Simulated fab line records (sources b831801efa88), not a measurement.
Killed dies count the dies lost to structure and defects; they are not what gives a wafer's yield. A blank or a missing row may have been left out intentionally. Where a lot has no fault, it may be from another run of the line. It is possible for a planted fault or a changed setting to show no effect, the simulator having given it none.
Struck lot and sound lot, side by side || flow sky130 || 21 steps out of a route of 708
Sound: the wafers L521.4, L521.5, L521.6. Wafers struck: L530.1, L530.3, L530.4. The cause is given at the end.
Order at every step that has rows: each side's tool, ch and its chambers, its first start. Under that, the readings that differ: sound wafers || struck wafers || difference of the means || sigmas: that difference in standard deviations of wafers without a fault.
alike: a reading whose means differ by less than 2 such deviations, as well as words and numbers matching on both sides. not compared: withheld readings; readings where some wafer has no value; bounds like >300 that might hide an equal value; numbers whose values overlap and for which the record gives no deviation.
The two part at a step that has a row with sigmas, a row that says differs or no value, or rows on one side only. Non-overlapping numbers with no deviation appear without sigmas and do not part them. A reading that every wafer of one side lacks parts them only if that side has two wafers or more.

first, 1 step without rows for these wafers: SKY_RES_XHIGH_IMPLANT_07.
SKY_RES_XHIGH_STRIP_08: strips in O2/N2.
  sound on plasmaAsher-01 ch 0,1, day 30 16:28; struck on plasmaAsher-01 ch 0,1, day 33 09:08
  alike: drypumpMotorCurrentA, o2FlowSccm, oesProductAu, stripTimeToEndpointS
  not compared: rfHoursCounterH
SKY_RES_XHIGH_TW_MEAS_09:
  sound on filmMetro-03, day 30 16:34; struck on filmMetro-03, day 33 09:14
  alike: RES_XHIGH_TW
then, 7 steps without rows for these wafers: SKY_SD_N_DEHYDRATE_00 (time 60 s); SKY_SD_N_HMDS_01 (prime time 60 s); SKY_SD_N_COAT_02 (resist thk 1140 nm); SKY_SD_N_SOFTBAKE_03 (time 60 s); SKY_SD_N_EXPOSE_04 (exposes mask NSDM, target cd 380 nm); SKY_SD_N_PEB_05; SKY_SD_N_DEVELOP_06 (develop time 60 s).
SKY_SD_N_CD_MEAS_07: the cd target is 380 nm.
  sound on cdSem-01, day 31 19:59; struck on cdSem-01, day 34 11:53
  alike: cdNm
SKY_SD_N_OVL_MEAS_08:
  sound on overlay-02, day 31 20:04; struck on overlay-01, day 34 12:00
  alike: SD_N_OVL
SKY_SD_N_IMPLANT_09:
  sound on implanter-02 ch 0, day 31 20:10; struck on implanter-03 ch 0, day 34 12:02
{"reading": "endStationPressureTorr (Torr)", "sound": "1.16e-05 1.3e-05 1.31e-05", "struck": "5.35e-05 5.45e-05 5.31e-05", "difference": "+4.11e-05", "sigmas": "+34"}
next, for these wafers, 1 step has no rows: SKY_SD_N_IMPLANT_10.
SKY_SD_N_STRIP_11: strips in O2/N2.
  sound on plasmaAsher-04 ch 0,1, day 31 20:25; struck on plasmaAsher-01 ch 0,1, day 34 12:20
{"reading": "stripTimeToEndpointS (s)", "sound": "22.63 22.60 22.58", "struck": "23.08 23.05 23.07", "difference": "+0.46", "sigmas": "+11"}
  alike: drypumpMotorCurrentA, o2FlowSccm, oesProductAu
  not compared: rfHoursCounterH
SKY_SD_N_TW_MEAS_12:
  sound on filmMetro-03, day 31 20:31; struck on filmMetro-01, day 34 12:26
  alike: SD_N_TW
then, 1 step without rows for these wafers: SKY_SD_N_CLEAN_13 (cleans in SC1/SC2, time 150 s).
SKY_SD_N_RTA_14: time 2 s.
  sound on rtpAnneal-02 ch 0, day 31 20:38; struck on rtpAnneal-01 ch 0, day 34 12:33
  alike: lampPowerPct, wafer_temp_C_max
SKY_SD_N_RS_MEAS_16: measures by four-point-probe.
  sound on filmMetro-02, day 31 20:50; struck on filmMetro-02, day 34 12:43
{"reading": "SD_N_RS (ohm/sq)", "sound": "68.60 68.74 68.47", "struck": "67.60 67.44 67.64", "difference": -1.04, "sigmas": -9}
SKY_SD_N_RS_MEAS_17: measures by four-point-probe.
  sound on filmMetro-02, day 31 20:57; struck on filmMetro-02, day 34 12:50
  alike: SD_P_RS
-- record jumps: 16 days separate the struck wafers' starts on either side; left off in module SD_N, taken up again in module PAD_OPEN, whose first shown step is the route's number 708 --
SKY_PAD_OPEN_PROBE_99:
  sound on prober-01, day 48 18:10; struck on prober-02, day 50 11:56
{"reading": "model.etest.resNdiffHv.rsOhmSq", "sound": "115.5 115.3 114.8", "struck": "111.4 111.5 110.2", "difference": -4.2, "sigmas": ""}
{"reading": "model.etest.resNdiff.rsOhmSq", "sound": "122.8 123 122.3", "struck": "117.2 116.8 117.2", "difference": -5.6, "sigmas": ""}
  alike: killed_at_M0_to_M3, killed_at_M4_up, killedAtContacts, killedAtFrontEnd, killedAtOther, killedDies, killedOpen, killedShort

== WHERE THEY PART ==
First at SKY_SD_N_IMPLANT_09; last, within this record, at SKY_SD_N_RS_MEAS_16. Later steps at which nothing parts them and some readings are alike: SKY_SD_N_RS_MEAS_17, SKY_PAD_OPEN_PROBE_99.

WHY: the cause the simulator had injected
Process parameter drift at SKY_SD_N_IMPLANT_09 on implanter-03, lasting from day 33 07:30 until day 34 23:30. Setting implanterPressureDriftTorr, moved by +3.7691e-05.
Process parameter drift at SKY_SD_N_IMPLANT_09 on implanter-03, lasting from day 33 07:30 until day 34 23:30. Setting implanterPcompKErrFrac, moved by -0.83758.
